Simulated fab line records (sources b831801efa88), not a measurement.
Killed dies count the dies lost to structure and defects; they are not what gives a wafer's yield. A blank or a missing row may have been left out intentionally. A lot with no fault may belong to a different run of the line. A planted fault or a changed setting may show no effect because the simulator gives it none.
8D (eight disciplines) problem report, filled in by code + flow sky130 + the parts of the form that need people (team, actions taken, sign-off) are left out

## 1. PROBLEM STATEMENT
At SKY_POLY_CUT_DEVELOP_07, developer temp C averages 20.02 C over 6 wafers from 2 lots, while fault-free wafers read 20.99 C, standard deviation 0.11. Measured from the usual mean, that is -8.8 standard deviations.
The step: develop time 60 s.
First observed at day 29 23:00: wafer L740.2, on litho track-03. Wafers with a number at this step in the record: 42, from 14 lots. Rule for "out", or "out of limits": more than 4 standard deviations from the usual mean. Any other wafer with a number is counted as sound.

## 2. WHAT IT IS, AND WHAT IT ISN'T
| question                    | is                     | is not                                                                    |
|-----------------------------|------------------------|---------------------------------------------------------------------------|
| which readings at this step | developer temp C       | -                                                                         |
| which lots                  | L740, L741             | L724, L725, L726, L727, L729, L731, L732, L733, L735, L739, L743, L745    |
| which wafers of those lots  | all that have a number | -                                                                         |
| read on which tools         | litho track-03         | litho track-01, litho track-02                                            |
| when                        | from day 29 23:00      | up to then (30 sound wafers); but 6 sound wafers of L743, L745 came after |

## 3. SUSPECTS, AND WHAT RULES EACH OUT
Counting: a tool stays on the suspect list if, at a process step up to the reading, it processed all lots that are out and no sound lot following the first of them.
- litho track-03 at SKY_POLY_CUT_DEVELOP_07 (develop time 60 s): kept. Every lot that is out went through it, starting with L740 (day 29 23:00), and after that it ran no sound lot; the last sound lot it ran before then is L735 (day 27 19:00). Its own readings are out on those wafers: developer temp C.
The count leaves litho track-03 at SKY_POLY_CUT_DEVELOP_07.

## 4. THE CAUSE (what the simulator had put in)
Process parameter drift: litho track-03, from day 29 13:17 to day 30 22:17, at SKY_POLY_CUT_DEVELOP_07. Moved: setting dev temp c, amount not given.
Counting left only this tool.

## 5. THE EFFECT CHAIN, in route order
Each row: a reading whose mean over the struck wafers that have a number lies more than 3 standard deviations from the usual. Only readings whose record carries a usual standard deviation are examined. hours: median over the lots of the time between each lot's start at the first step of this table that gives one and its start at this step. sigmas: the change, counted in usual standard deviations.
| hours | step                    | reading          | usual   | on struck wafers | change | sigmas |
|-------|-------------------------|------------------|---------|------------------|--------|--------|
| 0     | SKY_POLY_CUT_DEVELOP_07 | developer temp C | 20.99 C | 20.02            | -0.97  | -8.8   |
Process steps it contains:
- SKY_POLY_CUT_DEVELOP_07: develop time 60 s.
Later measuring or inspecting steps at which every struck wafer that the step has a row for has a number for every such reading, and none has moved that far: SKY_LI_CONTACT_THK_MEAS_01.

## 6. HOW IT WOULD HAVE BEEN CAUGHT EARLIER
The fault began at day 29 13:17; the first out-of-limits reading in this record came at day 29 23:00, 10 hours later.
